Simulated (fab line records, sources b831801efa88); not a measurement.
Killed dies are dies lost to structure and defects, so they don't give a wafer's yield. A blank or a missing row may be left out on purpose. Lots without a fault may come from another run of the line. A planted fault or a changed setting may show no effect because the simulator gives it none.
Tool commonality check | flow gf180mcu | 12 lots, 36 wafers sampled

WHY IT WAS OPENED
At GF_MVPSD_TW_MEAS_11 the reading MVPSD_TW is flagged on 3 of 12 lots. Wafers without a fault read 551, standard deviation 5.
Rule: a lot is flagged when every wafer of it that has a number lies more than 4 standard deviations from that mean, or none has a number. The other lots count as sound.

lot  | measured     | on            | MVPSD_TW, wafer by wafer | flag
L423 | day 6 03:51  | film_metro-03 | 547 546 544              |
L424 | day 6 05:50  | film_metro-02 | 554 554 556              |
L428 | day 7 03:03  | film_metro-03 | 545 548 546              |
L430 | day 7 15:04  | film_metro-02 | 553 553 549              |
L433 | day 8 06:09  | film_metro-04 | 1606 1606 1611           | FLAGGED
L434 | day 8 15:35  | film_metro-02 | 1608 1611 1619           | FLAGGED
L435 | day 9 00:17  | film_metro-04 | 1598 1603 1598           | FLAGGED
L439 | day 9 21:29  | film_metro-02 | 553 555 550              |
L440 | day 10 01:11 | film_metro-02 | 556 556 559              |
L441 | day 10 05:22 | film_metro-04 | 552 553 554              |
L442 | day 10 13:41 | film_metro-03 | 543 540 540              |
L443 | day 10 18:01 | film_metro-03 | 546 540 540              |
The numbers of the flagged lots are 1607 on average: +1056 against the usual, or +99 or more standard deviations.

WHICH TOOL RAN EACH LOT
The record holds 1 process step before the reading, out of a route of 602 steps. In each cell: the tool, then ch and the chambers that the sampled wafers went through, then the start.
lot  | flag    | GF_MVSD_COAT_02
L423 |         | litho_track-02 ch 0, day 5 05:34
L424 |         | litho_track-02 ch 0, day 5 06:53
L428 |         | litho_track-02 ch 0, day 6 03:32
L430 |         | litho_track-01 ch 0, day 6 14:13
L433 | FLAGGED | litho_track-03, day 7 04:45
L434 | FLAGGED | litho_track-02, day 7 14:22
L435 | FLAGGED | litho_track-03, day 7 21:38
L439 |         | litho_track-01 ch 0, day 8 18:30
L440 |         | litho_track-03 ch 0, day 8 22:26
L441 |         | litho_track-03 ch 0, day 9 02:55
L442 |         | litho_track-02 ch 0, day 9 10:05
L443 |         | litho_track-03 ch 0, day 9 15:22
What these steps do:
- GF_MVSD_COAT_02: resist thk 3000 nm.
- GF_MVPSD_TW_MEAS_11

FLAGGED OVER TOTAL, TOOL BY TOOL (the gauges that took the reading come last)
step                | tool           | lots run | flagged | share of the flagged lots | sound lots run after its first flagged lot
GF_MVSD_COAT_02     | litho_track-01 | 2        | 0       | none                      | -
GF_MVSD_COAT_02     | litho_track-02 | 5        | 1       | some                      | 1 (L442)
GF_MVSD_COAT_02     | litho_track-03 | 5        | 2       | some                      | 3 (L440,L441,L443)
GF_MVPSD_TW_MEAS_11 | film_metro-02  | 5        | 1       | some                      | 2 (L439,L440)
GF_MVPSD_TW_MEAS_11 | film_metro-03  | 4        | 0       | none                      | -
GF_MVPSD_TW_MEAS_11 | film_metro-04  | 3        | 2       | some                      | 1 (L441)

WHAT THE TABLE ALLOWS
No row of the table ran every flagged lot.

WHAT THE SIMULATOR HAD PUT IN
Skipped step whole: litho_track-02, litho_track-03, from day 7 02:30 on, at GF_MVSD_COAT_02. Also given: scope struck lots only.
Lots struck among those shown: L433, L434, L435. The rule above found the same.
